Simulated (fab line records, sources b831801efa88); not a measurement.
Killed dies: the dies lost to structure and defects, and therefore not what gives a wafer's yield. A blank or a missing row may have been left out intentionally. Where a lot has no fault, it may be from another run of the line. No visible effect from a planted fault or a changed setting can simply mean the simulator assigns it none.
Matching of chambers    flow sky130    4 sister chambers for SKY_FIELD_ISO_ETCH_17 on rie-si-02
The step etches Si in HBr/Cl2/O2, target depth 342 nm, time 97.7 s. 4 wafers are shown with their chamber, then 7 later ones without.

## WAFERS PAIRED WITH THEIR CHAMBERS
wafer   chamber  drypump-motor-current-A (A)
L294.5  0        5.2
L294.6  3        5.6
L296.1  1        5.5
L296.4  2        5.6

## WAFERS WITH NO CHAMBER GIVEN
wafer   drypump-motor-current-A (A)
L296.6  5.3
L297.1  5.5
L297.3  5.6
L297.6  5.7
L298.1  5.6
L298.2  5.7
L298.6  5.6

## WHICH CHAMBER EACH ONE RAN IN
wafer   from the rows above           in truth
L296.6  can't be placed: 0 or 1       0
L297.1  can't be placed: 1 or 2 or 3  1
L297.3  can't be placed: 2 or 3 or 1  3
L297.6  can't be placed: 2 or 3 or 1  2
L298.1  can't be placed: 2 or 3 or 1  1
L298.2  can't be placed: 2 or 3 or 1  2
L298.6  can't be placed: 2 or 3 or 1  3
Correct placement for 0 of the 7. From these rows, 7 cannot be placed; in 7 the true chamber is one of the candidates. Number placed wrongly: 0.
How it was worked out, from the rows above alone: a wafer's distance from a chamber is the root of the sum, over the readings, of the square of ((its reading less the chamber's mean) divided by the reading's scatter). If the next closest chamber is less than 2 further off than the closest, the wafer can't be placed; otherwise it belongs to the closest. Each chamber's mean is taken over the wafers shown for it. The scatter: with one shown wafer a chamber, the root of the mean of the squares of how far each hidden wafer lies from its nearest shown one.
